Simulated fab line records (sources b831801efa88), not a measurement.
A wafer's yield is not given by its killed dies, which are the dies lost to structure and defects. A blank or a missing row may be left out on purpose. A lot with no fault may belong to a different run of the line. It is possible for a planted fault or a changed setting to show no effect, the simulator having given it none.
8D (eight disciplines) problem report, filled in by code -- flow sfqLine -- the parts of the form that need people (team, actions taken, sign-off) are left out

1. THE ISSUE
Wafers free of any fault read 7.01 ohm/sq (standard deviation 0.067) for R5_MONX_RS at SFQ_R5_RS_MEAS_933, against a mean of 4.46 ohm/sq on 2 wafers of 2 lots. That is -38 standard deviations from the usual mean.
The step: measures by four-point-probe.
Earliest sighting: wafer L227.4 on filmMetro-02 at day 59 03:43. Wafers with a number at this step in the record: 42, from 14 lots. Rule for "out", or "out of limits": more than 4 standard deviations from the usual mean. Any other wafer with a number is counted as sound.

2. WHAT IT IS AND WHAT IT IS NOT
question,is,is not
which readings at this step,R5_MONX_RS,-
which lots,"L227, L230","L212, L213, L214, L216, L218, L219, L222, L223, L226, L231, L232, L234"
which wafers of those lots,"L227.4, L230.4","L227.1, L227.5, L230.1, L230.6"
read on which gauges,filmMetro-02,"filmMetro-03, filmMetro-04"
when,from day 59 03:43,"up to then (29 sound wafers); but 11 sound wafers of L230, L231, L232, L234 came after"

3. THE SUSPECTS, EACH WITH WHAT RULES IT OUT
Counting: any tool at a process step up to the reading remains a suspect provided it ran every lot that is out. Sound lots after the first of them don't rule it out here, since some wafers of a struck lot are sound.
- the gauge at SFQ_R5_RS_MEAS_933: kept. All the wafers that are out were read on filmMetro-02, and no step on other tools shows them out.
- pvdSputter-04 at SFQ_TRILAYER_R5_DEP_SPUTTER_133 (material MoNx, target thk 40 nm, time 66.7 s): kept. It processed each lot that is out (first: L227, day 59 03:38); up to then, its last sound lot is L223 (day 58 08:51).
What counting leaves: pvdSputter-04 at SFQ_TRILAYER_R5_DEP_SPUTTER_133 and filmMetro-02 at SFQ_R5_RS_MEAS_933.

4. THE CAUSE (what the simulator had put in)
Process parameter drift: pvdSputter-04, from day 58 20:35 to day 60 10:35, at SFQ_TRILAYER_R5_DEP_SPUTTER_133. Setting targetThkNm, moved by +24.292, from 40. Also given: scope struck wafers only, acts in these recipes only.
Of the 2 suspects that counting leaves, this tool is one.

5. THE CHAIN OF EFFECTS, in route order
Rows list readings where the struck wafers' mean (over those with a number) sits beyond 3 standard deviations from the usual. Readings are gone through only where the record gives a usual standard deviation; hours: the median, over the lots, of the time from a lot's start at the first step in this table giving one to that lot's start at this step; sigmas: the change measured in usual standard deviations.
hours,step,reading,usual,on struck wafers,change,sigmas
0,SFQ_R5_RS_MEAS_933,R5_MONX_RS,7.01 ohm/sq,4.46,-2.55,-38
0,SFQ_R5_THK_MEAS_934,R5_MONX_THK,40.4 nm,65.2,+24.8,+64

6. HOW IT WOULD HAVE BEEN CAUGHT EARLIER
Counted from the fault's start at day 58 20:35, it took 7 hours until the first out-of-limits reading at a measuring or inspecting step in this record, taken at day 59 03:43.
Of the tool readings at SFQ_TRILAYER_R5_DEP_SPUTTER_133 for which the record gives a usual standard deviation, none was out on any struck wafer, so an alarm limit of 4 standard deviations on them would not have fired.
Among the 2 lots that are out, L230 began SFQ_TRILAYER_R5_DEP_SPUTTER_133 on pvdSputter-04 after day 59 03:43. Holding the tool at that time would have saved it.
